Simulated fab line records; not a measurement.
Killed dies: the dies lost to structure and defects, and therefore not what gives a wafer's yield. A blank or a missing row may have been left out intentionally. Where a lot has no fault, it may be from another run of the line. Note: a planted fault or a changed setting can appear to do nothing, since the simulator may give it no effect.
Which of the tools did it? | flow sky130 | Sampling: 13 lots, 39 wafers, 2 of 708 route steps

## WHAT EACH GAUGE READ, for each wafer
SKY_NWELL_THK_MEAS_02. Usual: for NWELL_OXIDATION_THK the level is 9.93 nm and the standard deviation is 0.14.
lot  | measured    | on           | NWELL_OXIDATION_THK (nm) | flag
L341 | day 2 23:21 | filmMetro-01 | 9.83 10.00 10.08         | 
L343 | day 3 11:07 | filmMetro-04 | 10.03 9.88 10.15         | 
L344 | day 3 16:47 | filmMetro-02 | 10.02 9.85 9.99          | 
L345 | day 3 17:40 | filmMetro-02 | 9.98 9.94 10.04          | 
L346 | day 4 01:04 | filmMetro-01 | 9.80 9.60 9.63           | 
L347 | day 4 04:16 | filmMetro-02 | 9.65 9.93 9.91           | 
L349 | day 4 16:55 | filmMetro-04 | 9.76 9.94 9.90           | 
L350 | day 4 20:58 | filmMetro-02 | 9.87 9.81 9.69           | 
L355 | day 6 12:32 | filmMetro-04 | 9.79 9.66 9.82           | 
L358 | day 6 18:57 | filmMetro-01 | 10.13 9.93 9.92          | 
L359 | day 7 01:59 | filmMetro-02 | 9.93 9.96 9.83           | 
L360 | day 7 09:02 | filmMetro-04 | 10.11 9.99 9.91          | 
L361 | day 7 09:03 | filmMetro-01 | 9.66 9.64 9.75           | 

## WHAT TOOL EACH LOT RAN ON (gives the tool, then ch and the chambers of the sampled wafers, and finally the start)
lot  | SKY_FIELD_ISO_ETCH_15
L341 | rieDiel-02 ch 0,1,2, day 2 16:37
L343 | rieDiel-01 ch 1,2, day 3 01:58
L344 | rieDiel-04 ch 0,2,3, day 3 07:13
L345 | rieDiel-04 ch 0,1, day 3 11:32
L346 | rieDiel-01 ch 0,2,3, day 3 16:59
L347 | rieDiel-01 ch 1,2,3, day 3 21:55
L349 | rieDiel-02 ch 0,1,2, day 4 10:38
L350 | rieDiel-01 ch 0,1,3, day 4 14:06
L355 | rieDiel-04 ch 0,3, day 5 16:59
L358 | rieDiel-02 ch 0,1,3, day 6 08:05
L359 | rieDiel-01 ch 0,3, day 6 17:09
L360 | rieDiel-04 ch 1,2, day 7 00:56
L361 | rieDiel-02 ch 2,3, day 7 01:17
- SKY_FIELD_ISO_ETCH_15: etches the open film in CHF3/O2, stops on Si, target depth 180 nm, time 72 s.

## WHAT THE TOOLS THEMSELVES READ (means of the sampled wafers that have a number; where no wafer has one, the mark that the record gives instead)
SKY_FIELD_ISO_ETCH_15. Usual: drypumpMotorCurrentA 5.7 A, standard deviation 0.31; oesProductAu 0.947 a.u., standard deviation 0.0068; rfFwdPowerW 595.5 W, standard deviation 2.2; throttleValvePct 8.845 %, standard deviation 0.0091.
lot  | tool       | drypumpMotorCurrentA (A) | oesProductAu (a.u.) | rfFwdPowerW (W) | throttleValvePct (%) | flag
L341 | rieDiel-02 | 5.9                      | 0.945               | 596.0           | 8.837                | 
L343 | rieDiel-01 | 5.9                      | 0.941               | 594.9           | 8.842                | 
L344 | rieDiel-04 | 5.4                      | 0.940               | 592.7           | 8.839                | 
L345 | rieDiel-04 | 5.4                      | 0.941               | 593.1           | 8.841                | 
L346 | rieDiel-01 | 5.9                      | 0.952               | 596.7           | 8.845                | 
L347 | rieDiel-01 | 6.0                      | 0.945               | 597.0           | 8.843                | 
L349 | rieDiel-02 | 5.9                      | 0.953               | 596.9           | 8.842                | 
L350 | rieDiel-01 | 5.8                      | 0.939               | 596.1           | 8.839                | 
L355 | rieDiel-04 | 5.4                      | 0.947               | 594.7           | 8.848                | 
L358 | rieDiel-02 | 5.9                      | 0.955               | 595.3           | 8.844                | 
L359 | rieDiel-01 | 5.7                      | 0.947               | 594.7           | 8.851                | 
L360 | rieDiel-04 | 5.3                      | 0.950               | 595.6           | 8.840                | 
L361 | rieDiel-02 | 5.9                      | 0.952               | 596.2           | 8.851                | 

## THE ANSWER, worked out from the rows above alone
Rule: take the mean of a lot's wafers that have a number; if it is more than 3 standard deviations from the usual mean, the lot is off. Also off: a lot with no number at a reading for which 4 or more lots have one. The other lots that the step has rows for count as sound. The gauges are gone through in route order, then the tools' own readings, and for those a lot's mean is taken as printed above. At the first step where some lot is off, the reading lying furthest off is the one used; lots without a number count as furthest.
No lot is off at any reading shown: from this, nothing can be told.

## WHAT THE SIMULATOR PUT IN
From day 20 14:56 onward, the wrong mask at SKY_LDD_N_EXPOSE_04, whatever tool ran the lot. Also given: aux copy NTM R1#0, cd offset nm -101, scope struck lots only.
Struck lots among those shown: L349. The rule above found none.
